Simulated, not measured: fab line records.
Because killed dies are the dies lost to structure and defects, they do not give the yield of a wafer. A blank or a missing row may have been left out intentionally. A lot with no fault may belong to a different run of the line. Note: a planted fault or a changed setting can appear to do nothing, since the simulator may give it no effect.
Problem report in the 8D (eight disciplines) form, filled by code ; flow sky130 ; the parts of the form that need people (team, actions taken, sign-off) are left out

## 1. WHAT IS WRONG
Wafers free of any fault read 0.7 nm (standard deviation 1.3) for NWELL_01_OVL at SKY_NWELL_OVL_MEAS_23, against a mean of 187.5 nm on 12 wafers of 4 lots. So: +99 or more standard deviations from the usual mean.
Seen first at day 6 17:07 on overlay-02, wafer L390.1. The record holds 36 wafers of 12 lots with a number at this step. Rule for "out", or "out of limits": more than 4 standard deviations from the usual mean. The rest of the wafers with a number are treated as sound.

## 2. WHAT IT IS, WHAT IT ISN'T
question;is;is not
which readings at this step;NWELL_01_OVL;-
which lots;L390, L393, L394, L396;L384, L385, L386, L387, L388, L389, L402, L403
which wafers of those lots;all that have a number;-
read on which gauges;overlay-01, overlay-02;-
when;from day 6 17:07;"up to then (18 sound wafers); but 6 sound wafers of L402, L403 came after"

## 3. THE SUSPECTS, EACH WITH WHAT RULES IT OUT
Counting: a tool stays on the suspect list if, at a process step up to the reading, it processed all lots that are out and no sound lot following the first of them.
- the gauge at SKY_NWELL_OVL_MEAS_23 is ruled out. Those wafers that are out were read across 2 gauges (overlay-01, overlay-02).
- iline stepper-01 at SKY_NWELL_EXPOSE_20 (exposes mask NWM COMPLEMENT, target cd 840 nm): kept. It processed each lot that is out, first L390 at day 6 07:52, and no sound lot thereafter; up to then, the last sound lot it processed was L389 at day 6 02:06.
After counting, what remains is iline stepper-01 at SKY_NWELL_EXPOSE_20.

## 4. THE CAUSE (what the simulator had put in)
Scanner matching overlay: iline stepper-01, from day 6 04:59 on, at SKY_NWELL_EXPOSE_20. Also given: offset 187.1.
Counting left only this tool.

## 5. SEQUENCE OF EFFECTS, ordered by route
Each row: a reading where the mean over the struck wafers with a number is more than 3 standard deviations away from the usual. Scope: only readings with a usual standard deviation given in the record; hours: median across lots of the time from each lot's start at the first step in this table that gives one to its start at this step; sigmas: change in usual standard deviations.
hours;step;reading;usual;on struck wafers;change;sigmas
0;SKY_NWELL_OVL_MEAS_23;NWELL_01_OVL;0.7 nm;187.5;+186.8;+99 or more
Later measuring or inspecting steps at which every struck wafer that the step has a row for has a number for every such reading, and none has moved that far: SKY_SONOS_ONO_THK_MEAS_05, SKY_POLY_CUT_OVL_MEAS_09.

## 6. WHAT WOULD HAVE CAUGHT IT SOONER
The first out-of-limits reading at a measuring or inspecting step in this record came at day 6 17:07, 12 hours after the fault's start at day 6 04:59.
An alarm limit of 4 standard deviations would not have fired on the tool readings at SKY_NWELL_EXPOSE_20 for which the record gives a usual standard deviation, since none of them was out on any struck wafer.
Among the 4 lots that are out, L393, L394, L396 began SKY_NWELL_EXPOSE_20 on iline stepper-01 after day 6 17:07. A hold on the tool at that time would have spared those 3.
